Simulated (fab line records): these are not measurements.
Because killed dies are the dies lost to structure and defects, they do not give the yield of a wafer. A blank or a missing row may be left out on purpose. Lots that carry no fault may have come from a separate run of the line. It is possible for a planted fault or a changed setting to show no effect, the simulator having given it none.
Comparing a struck lot with a sound one + flow gf180mcu + 23 steps out of a route of 602
Sound: these wafers, L869.2, L869.3, L869.6. Wafers L876.1, L876.2, L876.5 were the ones struck. At the end, the cause is stated.
Each step with rows lists, per side, the tool, then ch with its chambers, then its first start. Under that, the readings that differ: sound wafers + struck wafers + difference of the means + sigmas: that difference in standard deviations of wafers without a fault.
alike: words and numbers the same on both sides, and readings whose means are apart by under 2 such deviations; not compared: readings that were withheld, readings missing a value for some wafer, numbers with overlapping values and no deviation given by the record, and bounds like >300 which may hide the same value.
The two part at a step that has a row with sigmas, a row that says differs or no value, or rows on one side only. Numbers that have no deviation but don't overlap get no sigmas and don't part them. Lack of a reading on every wafer of one side parts them only where that side has two or more wafers.

first, 5 steps without rows for these wafers: GF_NWELL_COAT_02 (resist thk 3000 nm); GF_NWELL_SOFTBAKE_03; GF_NWELL_EXPOSE_04 (exposes mask Nwell, target cd 860 nm); GF_NWELL_PEB_05; GF_NWELL_DEVELOP_06 (develop time 60 s).
GF_NWELL_OVL_MEAS_07:
  sound on overlay-02, day 4 07:01; struck on overlay-01, day 5 19:44
  alike: NWELL_OVL
then, 2 steps without rows for these wafers: GF_NWELL_IMPLANT_08; GF_NWELL_IMPLANT_09.
GF_NWELL_STRIP_10: strips in O2/N2.
  sound on plasmaAsher-02 ch 0,1, day 4 07:21; struck on plasmaAsher-03 ch 0,1, day 5 20:05
| reading                  | sound             | struck            | difference | sigmas |
|--------------------------|-------------------|-------------------|------------|--------|
| drypumpMotorCurrentA (A) | 5.54 5.30 5.57    | 5.88 5.91 5.91    | +0.43      | +2     |
| oesProductAu (a.u.)      | 0.721 0.715 0.715 | 0.725 0.723 0.733 | +0.010     | +2     |
  alike: heaterPowerW, stripTimeToEndpointS
  not compared: rfHoursCounterH
GF_NWELL_TW_MEAS_11:
  sound on filmMetro-02, day 4 07:28; struck on filmMetro-02, day 5 20:11
  alike: NWELL_TW
then, 2 steps without rows for these wafers: GF_LVPWELL_DEHYDRATE_00 (time 60 s); GF_LVPWELL_HMDS_01 (prime time 60 s).
GF_LVPWELL_COAT_02: resist thk 3000 nm.
  sound on lithoTrack-02 ch 0, day 4 13:40; struck on lithoTrack-01 ch 0, day 6 02:55
| reading                                  | sound          | struck         | difference | sigmas |
|------------------------------------------|----------------|----------------|------------|--------|
| model.coat_of_LVPWELL_COAT_02.thkNm (nm) | 2987 2993 2996 | 3178 3195 3194 | +197       |        |
then, 3 steps without rows for these wafers: GF_LVPWELL_SOFTBAKE_03; GF_LVPWELL_EXPOSE_04 (exposes mask LVPWELL, target cd 600 nm); GF_LVPWELL_PEB_05.
GF_LVPWELL_DEVELOP_06: develop time 60 s.
  sound on lithoTrack-04 ch 0; struck on lithoTrack-04 ch 0
| reading                                  | sound          | struck         | difference | sigmas |
|------------------------------------------|----------------|----------------|------------|--------|
| model.coat_of_LVPWELL_COAT_02.thkNm (nm) | 2986 2992 2995 | 3177 3194 3193 | +197       |        |
GF_LVPWELL_OVL_MEAS_07:
  sound on overlay-02, day 4 20:49; struck on overlay-02, day 6 11:04
  alike: LVPWELL_OVL
then, 2 steps without rows for these wafers: GF_LVPWELL_IMPLANT_08; GF_LVPWELL_IMPLANT_09.
GF_LVPWELL_STRIP_10: strips in O2/N2.
  sound on plasmaAsher-04 ch 0,1, day 4 21:09; struck on plasmaAsher-04 ch 0,1, day 6 11:24
| reading                  | sound             | struck            | difference | sigmas |
|--------------------------|-------------------|-------------------|------------|--------|
| stripTimeToEndpointS (s) | 36.80 36.87 36.90 | 38.98 39.17 39.17 | +2.25      | +17    |
  alike: drypumpMotorCurrentA, heaterPowerW, oesProductAu
  not compared: rfHoursCounterH
GF_LVPWELL_TW_MEAS_11:
  sound on filmMetro-01, day 4 21:16; struck on filmMetro-01, day 6 11:30
  alike: LVPWELL_TW
GF_PASSIVATION_PROBE_99:
  the record has rows for the sound wafers here (prober-01, day 30 13:46) and none for the struck ones

== WHERE THEY PART ==
At GF_NWELL_STRIP_10 first; at GF_PASSIVATION_PROBE_99 last (within this record only).

WHY: what the simulator had put in
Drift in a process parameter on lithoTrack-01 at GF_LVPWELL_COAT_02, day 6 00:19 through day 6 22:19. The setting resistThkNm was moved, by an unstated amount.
